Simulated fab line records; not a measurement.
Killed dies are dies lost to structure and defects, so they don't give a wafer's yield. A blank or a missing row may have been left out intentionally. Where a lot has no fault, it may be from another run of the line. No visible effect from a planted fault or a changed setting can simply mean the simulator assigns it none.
Code-filled problem report in 8D (eight disciplines) form    flow gf180mcu    the parts of the form that need people (team, actions taken, sign-off) are left out

## 1. THE ISSUE
Wafers without a fault read 11.22 s, standard deviation 0.047; strip time to endpoint s at GF_MIM_STRIP_20 reads a mean of 10.85 s on 3 wafers belonging to 2 lots. That is -7.9 standard deviations from the usual mean.
The step: strips in O2/N2.
Earliest sighting: wafer L329.1 on plasma asher-04 at day 26 03:10. The record holds 33 wafers of 11 lots with a number at this step. The rule behind "out" and "out of limits": a value lying over 4 standard deviations away from the usual mean. All remaining wafers that have a number are taken as sound.

## 2. WHAT IT IS AND WHAT IT IS NOT
question                     is                        is not
which readings at this step  strip time to endpoint s  drypump motor current A, heater power w
which lots                   L329, L330                L328, L336, L340, L343, L344, L345, L347, L348, L349
which wafers of those lots   L329.1, L330.2, L330.3    L329.2, L329.5, L330.1
read on which tools          plasma asher-04           plasma asher-01, plasma asher-03
when                         from day 26 03:10         up to then (5 sound wafers); but 25 sound wafers of L330, L336, L340, L343, L344, L345, L347, L348, L349 came after

## 3. THE SUSPECTS, EACH WITH WHAT RULES IT OUT
Counting: if a tool at a process step up to the reading ran every lot that is out, it stays a suspect. Sound lots after the first of them don't rule it out here, since some wafers of a struck lot are sound.
- rie metal-02 at GF_MIM_METAL_ETCH_19 (etches the open film in Cl2/BCl3, stops on Si3N4, target depth 324.5 nm, time 54.1 s): kept. Ran every lot that is out, first one L329 (day 26 03:05); last sound lot up to then L328 (day 25 17:21).
- plasma asher-04 at GF_MIM_STRIP_20 (strips in O2/N2): kept. Ran every lot that is out, first one L329 (day 26 03:10); last sound lot up to then L328 (day 25 17:25). Out on those wafers are its own readings of strip time to endpoint s.
- The sound lot-mates ran in chamber 1 of rie metal-02 at GF_MIM_METAL_ETCH_19, but the wafers that are out ran in chamber 0.
Remaining after the count are rie metal-02 at GF_MIM_METAL_ETCH_19 and plasma asher-04 at GF_MIM_STRIP_20.

## 4. THE CAUSE (what the simulator had put in)
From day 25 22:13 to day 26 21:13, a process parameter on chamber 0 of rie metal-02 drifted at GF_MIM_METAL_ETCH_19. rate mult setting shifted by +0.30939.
After counting, 2 suspects remain, this tool included.

## 5. THE EFFECT CHAIN, in route order
Each row: a reading where the mean over the struck wafers with a number is more than 3 standard deviations away from the usual. Scope: only readings with a usual standard deviation given in the record; hours: median across lots of the time from each lot's start at the first step in this table that gives one to its start at this step; sigmas: change in usual standard deviations.
hours  step             reading                   usual    on struck wafers  change  sigmas
0      GF_MIM_STRIP_20  strip time to endpoint s  11.22 s  10.85             -0.37   -7.9
Its process steps:
- GF_MIM_STRIP_20: strips in O2/N2.

## 6. HOW IT WOULD HAVE BEEN CAUGHT EARLIER
5 hours passed between the start of the fault at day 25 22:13 and the first reading out of limits in this record, taken at day 26 03:10.
No tool reading at GF_MIM_METAL_ETCH_19 that has a usual standard deviation in the record was out on any struck wafer, so an alarm limit of 4 standard deviations on those readings would not have fired.
Of the lots that are out (2), L330 began GF_MIM_METAL_ETCH_19 on rie metal-02 after day 26 03:10. Holding the tool at that time would have saved it.
